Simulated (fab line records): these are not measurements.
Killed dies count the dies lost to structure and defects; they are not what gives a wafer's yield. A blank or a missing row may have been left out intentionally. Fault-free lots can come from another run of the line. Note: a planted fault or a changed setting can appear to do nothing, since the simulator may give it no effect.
fab line records | flow gf180mcu | part 1 of 2: steps 1 to 28 of 41
record lots=5 wafers=15 last-day=34
route steps=602 shown V1@359 M2@362 V2@382
lots untouched by any fault: they come from a run of this same line in which no faults occurred
start-h: hours from the record's opening day to when the first of the lot's shown wafers began | wait-h: hours since the lot's step before | " same as the row above | L1.1+2: one row covering several wafers at once | - no value present, or no start provided | * or withheld: withheld | < > ~ a bound
route shown NAME@n: NAME is a module with steps in the file, n the number in the route of the first one | usual: mean/standard deviation of fault-free wafers | same: alike in all rows | chamber/n: place in a boat | sites: the reading at each site | _std_site: the standard deviation of these | _edge_site: outer sites' mean less inner sites' | radius-mm: for every site, how far away it sits from the centre of the wafer | mask NAME#n: copy n | behind: tool/chamber where the wafer was last shaped | hold: cause of the lot's hold/its duration in hours/its outcome | device: the transistor (n, p or np) that didn't switch | end of line: at the end of the route, the tests of the same wafers | step lacking rows: just its recipe | killed: not the wafer's yield, but the dies lost to structure and defects at the first sort | map: shows each die of a wafer: x if killed, . if not, _ if none is there
set.NAME: setting as actually run; set.NAME@STEP: the setting as run at that earlier step | model.NAME: the simulator's own value behind a step, which no gauge read
lots at selected steps of the route; one table per step, one row per wafer
services: a tool's chamber out of use, with start hour (start-h, from the record's first day; less than 0 if before it), hours out, and reason
## steps
# step GF_V1_RS_MEAS_24
# recipe thk-meas-gauge=four-point-probe reads=W_of_V1_CVD_23+TiN_of_V1_SPUTTER_22+Ti_of_V1_SPUTTER_21
# usual V1_W_RS=0.325/0.0035
# columns lot.wafer tool chamber start-h wait-h V1_W_RS[ohm/sq]
L074.3 film-metro-02 - 410.13 0.1 0.327
L074.4 " - " " 0.323
L074.5 " - " " 0.320
L078.1 film-metro-01 - 446.85 0.1 0.324
L078.3 " - " " 0.325
L078.4 " - " " 0.326
L087.3 film-metro-04 - 528.37 0.1 0.329
L087.4 " - " " 0.319
L087.5 " - " " 0.321
L089.1 film-metro-01 - 556.38 0.1 0.326
L089.4 " - " " 0.328
L089.5 " - " " 0.324
L096.1 film-metro-02 - 599.44 0.1 0.328
L096.3 " - " " 0.321
L096.6 " - " " 0.322
# step GF_V1_THK_MEAS_25
# recipe thk-meas-gauge=xrf reads=W_of_V1_CVD_23
# usual V1_W_THK=346/5
# columns lot.wafer tool chamber start-h wait-h V1_W_THK[nm]
L074.3 film-metro-02 - 410.23 0.1 337
L074.4 " - " " 342
L074.5 " - " " 346
L078.1 film-metro-01 - 446.97 0.1 349
L078.3 " - " " 349
L078.4 " - " " 349
L087.3 film-metro-04 - 528.47 0.1 344
L087.4 " - " " 352
L087.5 " - " " 352
L089.1 film-metro-01 - 556.50 0.1 351
L089.4 " - " " 350
L089.5 " - " " 351
L096.1 film-metro-02 - 599.56 0.1 342
L096.3 " - " " 349
L096.6 " - " " 350
# step GF_V1_CMP_26
# recipe stop-on=SiO2 down-force-psi=3.5 platen-rpm=60 t-overpolish-s=15 target-thk-nm=0 pad-velocity-m-s=0.94248
# usual motor-current-A=11.6/1.4 overpolish-run-s=14.998/0.0096 retaining-ring-pressure-frac=1.000/0.0048 time-to-endpoint-s=85/3.6
# columns lot.wafer tool chamber start-h wait-h motor-current-A overpolish-run-s retaining-ring-pressure-frac time-to-endpoint-s
L074.3 cmp-02 2 410.27 0.0 11.2 14.994 1.001 82
L074.4 " 0 " " 11.3 15.006 1.001 83
L074.5 " 2 " " 11.3 14.987 1.001 84
L078.1 cmp-01 2 447.03 0.1 14.0 14.978 1.003 89
L078.4 " 3 " " 13.4 14.991 1.004 87
L078.3 " 0 " " 10.5 14.973 0.991 88
L087.4 cmp-01 2 528.56 0.1 13.8 14.983 1.001 89
L087.3 " 0 " " 10.4 15.005 0.999 86
L087.5 " 1 " " 10.5 14.998 0.997 82
L089.4 cmp-01 2 556.61 0.1 13.4 14.995 0.996 89
L089.1 " 0 " " 11.2 15.006 0.998 88
L089.5 " 2 " " 14.1 14.994 1.003 88
L096.1 cmp-02 2 599.62 0.1 11.0 14.997 0.999 82
L096.3 " 1 " " 10.9 15.007 0.999 81
L096.6 " 2 " " 10.7 14.982 0.997 82
# step GF_M2_SPUTTER_00
# recipe material=Ti target-thk-nm=37.5 arriving-ion-energy-ev=80 substrate-temp-c=200 chamber-pressure-pa=2 power-w=4000 time-s=150
# usual chamber-pressure-pa=2.000/0.0041 throttle-valve-pct=30.4/1
# columns lot.wafer tool chamber start-h wait-h chamber-pressure-pa throttle-valve-pct
L074.3 pvd-sputter-01 - 410.57 0.2 1.998 31.1
L074.4 " - " " 1.999 28.3
L074.5 " - " " 2.003 31.6
L078.1 pvd-sputter-03 - 447.33 0.2 1.990 30.9
L078.3 " - " " 2.005 31.7
L078.4 " - " " 2.001 30.4
L087.3 pvd-sputter-03 - 528.81 0.1 2.001 31.2
L087.4 " - " " 1.997 30.6
L087.5 " - " " 2.003 30.3
L089.1 pvd-sputter-03 - 556.86 0.1 2.001 31.6
L089.4 " - " " 1.994 30.6
L089.5 " - " " 2.007 30.3
L096.1 pvd-sputter-02 - 599.92 0.2 2.005 30.2
L096.3 " - " " 2.004 31.0
L096.6 " - " " 2.008 30.4
# step GF_M2_SPUTTER_01
# recipe material=TiN target-thk-nm=30 power-w=6500 time-s=25 chamber-pressure-pa=0.4
# usual chamber-pressure-pa=0.3999/0.00077 throttle-valve-pct=30.4/1
# columns lot.wafer tool chamber start-h wait-h chamber-pressure-pa throttle-valve-pct
L074.3 pvd-sputter-01 - 410.67 0.1 0.4002 31.0
L074.4 " - " " 0.3991 28.2
L074.5 " - " " 0.4014 31.3
L078.1 pvd-sputter-03 - 447.43 0.1 0.3995 31.0
L078.3 " - " " 0.3996 31.7
L078.4 " - " " 0.3992 30.4
L087.3 pvd-sputter-03 - 528.91 0.1 0.4007 31.0
L087.4 " - " " 0.4008 30.1
L087.5 " - " " 0.4000 30.2
L089.1 pvd-sputter-03 - 556.96 0.1 0.3992 31.4
L089.4 " - " " 0.4005 30.5
L089.5 " - " " 0.3988 30.4
L096.1 pvd-sputter-02 - 600.02 0.1 0.3996 30.1
L096.3 " - " " 0.3999 30.7
L096.6 " - " " 0.4006 30.1
# step GF_M2_SPUTTER_02
# recipe material=AlCu target-thk-nm=450 power-w=10600 time-s=23.9 chamber-pressure-pa=0.4
# usual chamber-pressure-pa=0.4001/0.0008 throttle-valve-pct=30.4/1
# columns lot.wafer tool chamber start-h wait-h chamber-pressure-pa throttle-valve-pct
L074.3 pvd-sputter-01 - 410.70 0.0 0.4001 31.1
L074.4 " - " " 0.4006 28.2
L074.5 " - " " 0.4017 31.2
L078.1 pvd-sputter-03 - 447.46 0.0 0.4000 31.2
L078.3 " - " " 0.4002 31.6
L078.4 " - " " 0.4003 30.4
L087.3 pvd-sputter-03 - 528.94 0.0 0.4002 31.0
L087.4 " - " " 0.4012 30.1
L087.5 " - " " 0.3988 30.4
L089.1 pvd-sputter-03 - 556.99 0.0 0.3996 31.8
L089.4 " - " " 0.4000 30.2
L089.5 " - " " 0.4008 30.5
L096.1 pvd-sputter-02 - 600.05 0.0 0.4001 30.1
L096.3 " - " " 0.4000 30.8
L096.6 " - " " 0.3999 30.5
# step GF_M2_SPUTTER_03
# recipe material=Ti target-thk-nm=10 substrate-temp-c=300 chamber-pressure-pa=0.3 power-w=3000 time-s=6.7
# usual chamber-pressure-pa=0.3000/0.00059 throttle-valve-pct=30.4/1
# columns lot.wafer tool chamber start-h wait-h chamber-pressure-pa throttle-valve-pct
L074.3 pvd-sputter-01 - 410.73 0.0 0.3001 31.0
L074.4 " - " " 0.3006 28.2
L074.5 " - " " 0.3010 31.2
L078.1 pvd-sputter-03 - 447.49 0.0 0.2998 31.0
L078.3 " - " " 0.3002 31.7
L078.4 " - " " 0.2996 30.3
L087.3 pvd-sputter-03 - 528.97 0.0 0.2998 31.2
L087.4 " - " " 0.2993 30.1
L087.5 " - " " 0.2990 30.5
L089.1 pvd-sputter-03 - 557.02 0.0 0.3006 31.8
L089.4 " - " " 0.3003 30.5
L089.5 " - " " 0.2997 30.4
L096.1 pvd-sputter-02 - 600.08 0.0 0.2999 30.0
L096.3 " - " " 0.2992 31.1
L096.6 " - " " 0.3004 30.3
# step GF_M2_SPUTTER_04
# recipe material=TiN target-thk-nm=50 power-w=6500 time-s=43.69 chamber-pressure-pa=0.4
# usual chamber-pressure-pa=0.4001/0.00079 throttle-valve-pct=30.4/1
# columns lot.wafer tool chamber start-h wait-h chamber-pressure-pa throttle-valve-pct
L074.3 pvd-sputter-01 - 410.75 0.0 0.4017 31.2
L074.4 " - " " 0.4008 28.3
L074.5 " - " " 0.4003 31.3
L078.1 pvd-sputter-03 - 447.51 0.0 0.3995 31.2
L078.3 " - " " 0.4013 31.9
L078.4 " - " " 0.4008 30.2
L087.3 pvd-sputter-03 - 528.99 0.0 0.4004 30.9
L087.4 " - " " 0.4001 30.4
L087.5 " - " " 0.4003 30.6
L089.1 pvd-sputter-03 - 557.05 0.0 0.3997 31.7
L089.4 " - " " 0.4004 30.3
L089.5 " - " " 0.4005 30.6
L096.1 pvd-sputter-02 - 600.10 0.0 0.4018 30.3
L096.3 " - " " 0.4011 31.0
L096.6 " - " " 0.3995 30.6
# step GF_M2_RS_MEAS_05
# recipe thk-meas-gauge=four-point-probe reads=TiN_of_M2_SPUTTER_04+Ti_of_M2_SPUTTER_03+AlCu_of_M2_SPUTTER_02+TiN_of_M2_SPUTTER_01+Ti_of_M2_SPUTTER_00
# usual M2_ALCU_RS=0.0693/0.00077
# columns lot.wafer tool chamber start-h wait-h M2_ALCU_RS[ohm/sq]
L074.3 film-metro-01 - 410.83 0.1 0.0702
L074.4 " - " " 0.0692
L074.5 " - " " 0.0708
L078.1 film-metro-01 - 447.55 0.0 0.0705
L078.3 " - " " 0.0691
L078.4 " - " " 0.0694
L087.3 film-metro-02 - 529.07 0.1 0.0698
L087.4 " - " " 0.0689
L087.5 " - " " 0.0685
L089.1 film-metro-02 - 557.09 0.0 0.0689
L089.4 " - " " 0.0688
L089.5 " - " " 0.0682
L096.1 film-metro-01 - 600.14 0.0 0.0708
L096.3 " - " " 0.0693
L096.6 " - " " 0.0692
# step GF_M2_THK_MEAS_06
# recipe thk-meas-gauge=xrf reads=AlCu_of_M2_SPUTTER_02
# usual M2_ALCU_THK=445/4.9
# columns lot.wafer tool chamber start-h wait-h M2_ALCU_THK[nm]
L074.3 film-metro-01 - 410.93 0.1 443
L074.4 " - " " 448
L074.5 " - " " 439
L078.1 film-metro-01 - 447.67 0.1 440
L078.3 " - " " 449
L078.4 " - " " 447
L087.3 film-metro-02 - 529.17 0.1 436
L087.4 " - " " 444
L087.5 " - " " 450
L089.1 film-metro-02 - 557.21 0.1 443
L089.4 " - " " 445
L089.5 " - " " 449
L096.1 film-metro-01 - 600.26 0.1 439
L096.3 " - " " 444
L096.6 " - " " 448
# step GF_M2_DEHYDRATE_07
# recipe temp-c=200 time-s=60
# columns lot.wafer tool chamber start-h wait-h
L074.3+4+5 litho-track-03 0 422.02 11.1
L078.1+3+4 litho-track-04 0 458.89 11.2
L087.3+4+5 litho-track-03 0 539.82 10.6
L089.1+4+5 litho-track-03 0 567.77 10.6
L096.1+3+6 litho-track-03 0 610.22 9.9
# step GF_M2_HMDS_08
# recipe prime-time-s=60 prime-temp-c=120
# columns lot.wafer tool chamber start-h wait-h
L074.3+4+5 litho-track-03 0 422.17 0.1
L078.1+3+4 litho-track-04 0 459.04 0.1
L087.3+4+5 litho-track-03 0 539.97 0.1
L089.1+4+5 litho-track-03 0 567.92 0.1
L096.1+3+6 litho-track-03 0 610.37 0.1
# step GF_M2_COAT_09
# recipe resist=KrF spin-rpm=withheld resist-thk-nm=1000
# columns lot.wafer tool chamber start-h wait-h
L074.3+4+5 litho-track-03 0 422.32 0.1
L078.1+3+4 litho-track-04 0 459.19 0.1
L087.3+4+5 litho-track-03 0 540.12 0.1
L089.1+4+5 litho-track-03 0 568.07 0.1
L096.1+3+6 litho-track-03 0 610.52 0.1
# step GF_M2_SOFTBAKE_10
# recipe temp-c=130 time-s=60 resist=KrF
# columns lot.wafer tool chamber start-h wait-h
L074.3+4+5 litho-track-03 0 422.47 0.1
L078.1+3+4 litho-track-04 0 459.34 0.1
L087.3+4+5 litho-track-03 0 540.27 0.1
L089.1+4+5 litho-track-03 0 568.22 0.1
L096.1+3+6 litho-track-03 0 610.67 0.1
# step GF_M2_EXPOSE_11
# recipe mask-id=Metal2 target-cd-nm=280 na=0.68 source-shape=conventional sigma-outer=0.6 dose-mj=28
# columns lot.wafer tool chamber start-h wait-h mask
L074.3+4+5 krf-scanner-01 0 - - Metal2#0
L078.1+3+4 krf-scanner-01 0 - - Metal2#0
L087.3+4+5 krf-scanner-01 0 - - Metal2#0
L089.1+4+5 krf-scanner-01 0 - - Metal2#0
L096.1+3+6 krf-scanner-01 0 - - Metal2#0
# step GF_M2_PEB_12
# recipe peb-temp-c=135 peb-time-s=90 resist=KrF
# same peb-time-s=90
# columns lot.wafer tool chamber start-h wait-h
L074.3+4+5 litho-track-03 0 - -
L078.1+3+4 litho-track-04 0 - -
L087.3+4+5 litho-track-02 0 - -
L089.1+4+5 litho-track-03 0 - -
L096.1+3+6 litho-track-02 0 - -
# step GF_M2_DEVELOP_13
# recipe develop-time-s=60 dev-temp-c=21
# columns lot.wafer tool chamber start-h wait-h
L074.3+4+5 litho-track-03 0 434.47 0.1
L078.1+3+4 litho-track-04 0 470.94 0.2
L087.3+4+5 litho-track-02 0 551.55 0.1
L089.1+4+5 litho-track-03 0 579.87 0.2
L096.1+3+6 litho-track-02 0 620.55 0.2
# step GF_M2_CD_MEAS_14
# recipe target-cd-nm=280
# usual cd-nm=279.6/1.6
# columns lot.wafer tool chamber start-h wait-h cd-nm
L074.3 cd-sem-01 - 434.61 0.1 279.3
L074.4 " - " " 280.3
L074.5 " - " " 279.1
L078.1 cd-sem-02 - 471.09 0.1 279.5
L078.3 " - " " 279.3
L078.4 " - " " 279.3
L087.3 cd-sem-02 - 551.69 0.1 280.1
L087.4 " - " " 280.2
L087.5 " - " " 280.8
L089.1 cd-sem-01 - 580.02 0.1 280.9
L089.4 " - " " 280.6
L089.5 " - " " 280.6
L096.1 cd-sem-01 - 620.70 0.1 277.2
L096.3 " - " " 278.9
L096.6 " - " " 278.8
# step GF_M2_OVL_MEAS_15
# usual M2_OVL=2/5.6
# columns lot.wafer tool chamber start-h wait-h M2_OVL[nm]
L074.3 overlay-02 - 434.70 0.1 -3
L074.4 " - " " 1
L074.5 " - " " 2
L078.1 overlay-01 - 471.21 0.1 0
L078.3 " - " " 2
L078.4 " - " " -2
L087.3 overlay-02 - 551.78 0.1 -11
L087.4 " - " " 0
L087.5 " - " " -1
L089.1 overlay-01 - 580.14 0.1 3
L089.4 " - " " -1
L089.5 " - " " 9
L096.1 overlay-02 - 620.82 0.1 7
L096.3 " - " " 9
L096.6 " - " " 1
# step GF_M2_METAL_ETCH_16
# recipe chemistry=Cl2/BCl3 mask-material=KrF target-depth-nm=750.8 stop-on=SiO2 pressure-mtorr=8 icp-w=800 bias-w=140 Cl2_flow_sccm=80 bcl3-flow-sccm=40 time-s=125.1
# usual drypump-motor-current-A=5.53/0.28 oes-product-au=0.991/0.0064 throttle-valve-pct=28.227/0.011
# columns lot.wafer tool chamber start-h wait-h drypump-motor-current-A oes-product-au rf-hours-counter-h throttle-valve-pct
L074.3 rie-metal-03 1 434.77 0.1 5.83 0.992 - 28.229
L074.4 " 0 " " 5.38 0.992 - 28.225
L074.5 " 0 " " 5.37 1.000 - 28.207
L078.1 rie-metal-03 1 471.25 0.0 5.84 0.997 6 28.213
L078.3 " 1 " " 5.85 0.994 - 28.226
L078.4 " 1 " " 5.86 0.991 - 28.231
L087.3 rie-metal-03 0 551.85 0.1 5.38 0.992 - 28.227
L087.4 " 1 " " 5.82 0.994 - 28.226
L087.5 " 0 " " 5.36 1.000 - 28.229
L089.1 rie-metal-03 1 580.17 0.0 5.84 0.983 9 28.242
L089.4 " 0 " " 5.37 0.990 - 28.204
L089.5 " 0 " " 5.39 0.983 - 28.257
L096.1 rie-metal-02 1 620.85 0.0 5.11 0.990 2 28.229
L096.3 " 1 " " 5.10 0.989 - 28.228
L096.6 " 1 " " 5.13 0.982 - 28.224
# step GF_M2_STRIP_17
# recipe chemistry=O2/N2 power-w=1400 pressure-mtorr=1500 platen-temp-c=250 o2-flow-sccm=3000 n2-flow-sccm=300 overash-fraction=0.5
# usual drypump-motor-current-A=6.00/0.25 heater-power-w=318/22 oes-product-au=0.537/0.0047 strip-time-to-endpoint-s=7.38/0.047
# columns lot.wafer tool chamber start-h wait-h drypump-motor-current-A heater-power-w oes-product-au rf-hours-counter-h strip-time-to-endpoint-s
L074.3 plasma-asher-02 0 434.89 0.1 6.04 284 0.540 - 7.35
L074.4 " 1 " " 5.94 347 0.531 - 7.32
L074.5 " 0 " " 6.04 291 0.534 - 7.31
L078.1 plasma-asher-01 1 471.51 0.2 6.16 320 0.537 67 7.38
L078.3 " 0 " " 6.00 321 0.529 - 7.32
L078.4 " 1 " " 6.16 324 0.529 - 7.36
L087.3 plasma-asher-01 1 551.97 0.1 6.15 322 0.535 - 7.37
L087.4 " 0 " " 6.00 320 0.541 - 7.40
L087.5 " 1 " " 6.13 326 0.539 - 7.37
L089.1 plasma-asher-01 0 580.30 0.1 5.98 333 0.541 78 7.45
L089.4 " 0 " " 5.98 320 0.524 - 7.39
L089.5 " 1 " " 6.16 322 0.533 - 7.43
L096.1 plasma-asher-02 0 621.11 0.2 6.05 284 0.533 101 7.41
L096.3 " 0 " " 6.04 291 0.539 - 7.41
L096.6 " 0 " " 6.05 286 0.537 - 7.43
# step GF_M2_STRIP_18
# recipe chemistry=post-etch-residue-remover time-s=1200 temp-c=72.5
# columns lot.wafer tool chamber start-h wait-h
L074.3+4+5 wet-bench-01 2 434.96 0.0
L078.1+3+4 wet-bench-03 2 471.61 0.1
L087.3+4+5 wet-bench-03 0 552.03 0.0
L089.1+4+5 wet-bench-01 0 580.40 0.1
L096.1+3+6 wet-bench-04 1 621.21 0.1
# step GF_M2_CLEAN_19
# recipe chemistry=DIW dry=n2-spin
# columns lot.wafer tool chamber start-h wait-h
L074.3+4+5 wet-bench-04 1 435.33 0.0
L078.1+3+4 wet-bench-04 0 471.95 0.0
L087.3+4+5 wet-bench-01 2 552.72 0.0
L089.1+4+5 wet-bench-04 3 580.78 0.0
L096.1+3+6 wet-bench-03 3 621.59 0.0
# step GF_V2_CVD_00
# recipe material=SiO2 target-thk-nm=600 sigma-open-frac=0.3 temp-c=400 time-s=100 sih4-flow-sccm=60 pressure-mtorr=6
# columns lot.wafer tool chamber start-h wait-h
L074.3+4+5 hdpcvd-02 0,2,1 435.42 0.0
L078.1+3+4 hdpcvd-02 0,2,2 472.04 0.0
L087.3+4+5 hdpcvd-02 2,2,1 552.81 0.0
L089.1+4+5 hdpcvd-02 0,1,2 580.88 0.0
L096.1+3+6 hdpcvd-02 2,0,1 621.68 0.0
# step GF_V2_THK_MEAS_01
# recipe reads=SiO2_of_V2_CVD_00
# usual V2_CVD_00_THK=602/8.5
# columns lot.wafer tool chamber start-h wait-h V2_CVD_00_THK[nm]
L074.3 film-metro-02 - 435.51 0.1 596
L074.4 " - " " 615
L074.5 " - " " 610
L078.1 film-metro-03 - 472.11 0.0 593
L078.3 " - " " 613
L078.4 " - " " 603
L087.3 film-metro-02 - 552.90 0.1 608
L087.4 " - " " 607
L087.5 " - " " 605
L089.1 film-metro-04 - 580.95 0.0 605
L089.4 " - " " 618
L089.5 " - " " 605
L096.1 film-metro-03 - 621.75 0.0 610
L096.3 " - " " 600
L096.6 " - " " 607
# step GF_V2_CVD_02
# recipe material=SiO2 target-thk-nm=850 precursor=TEOS temp-c=400 time-s=94.851 rf-w=600
# usual heater-power-w=654/80
# columns lot.wafer tool chamber start-h wait-h heater-power-w
L074.3 pecvd-04 1 435.55 0.0 693
L074.4 " 0 " " 498
L074.5 " 2 " " 753
L078.1 pecvd-02 0 472.17 0.1 727
L078.3 " 1 " " 681
L078.4 " 2 " " 580
L087.3 pecvd-02 2 552.94 0.0 579
L087.4 " 2 " " 458
L087.5 " 0 " " 762
L089.1 pecvd-01 0 581.01 0.1 691
L089.4 " 2 " " 653
L089.5 " 1 " " 655
L096.1 pecvd-04 2 621.81 0.1 703
L096.3 " 2 " " 756
L096.6 " 0 " " 560
# step GF_V2_THK_MEAS_03
# recipe reads=SiO2_of_V2_CVD_02
# usual V2_CVD_02_THK=845/13
# columns lot.wafer tool chamber start-h wait-h V2_CVD_02_THK[nm]
L074.3 film-metro-04 - 435.64 0.1 842
L074.4 " - " " 858
L074.5 " - " " 858
L078.1 film-metro-02 - 472.24 0.0 832
L078.3 " - " " 828
L078.4 " - " " 847
L087.3 film-metro-03 - 553.03 0.1 822
L087.4 " - " " 842
L087.5 " - " " 862
L089.1 film-metro-03 - 581.08 0.0 861
L089.4 " - " " 859
L089.5 " - " " 868
L096.1 film-metro-02 - 621.91 0.1 841
L096.3 " - " " 864
L096.6 " - " " 850
# step GF_V2_CMP_04
# recipe material=SiO2 down-force-psi=4 platen-rpm=60 pad-velocity-m-s=0.94248
# usual motor-current-A=12.8/1.5 retaining-ring-pressure-frac=1.000/0.0052 time-to-endpoint-s=78/7.3
# columns lot.wafer tool chamber start-h wait-h motor-current-A retaining-ring-pressure-frac time-to-endpoint-s
L074.3 cmp-02 2 435.73 0.1 11.7 0.998 72
L074.4 " 3 " " 12.6 1.008 85
L074.5 " 1 " " 11.5 1.004 80
L078.3 cmp-01 1 472.30 0.0 11.2 1.005 68
L078.4 " 2 " " 13.7 1.004 84
L078.1 " 0 " " 11.6 1.000 77
L087.3 cmp-01 3 553.12 0.1 15.0 1.004 74
L087.4 " 1 " " 10.8 0.996 76
L087.5 " 3 " " 14.8 0.994 90
L089.4 cmp-02 2 581.14 0.0 12.1 1.002 73
L089.1 " 0 " " 13.1 0.999 75
L089.5 " 3 " " 12.0 1.008 83
L096.1 cmp-02 3 622.02 0.1 12.6 0.996 84
L096.3 " 0 " " 12.7 1.002 84
L096.6 " 2 " " 12.6 0.998 83
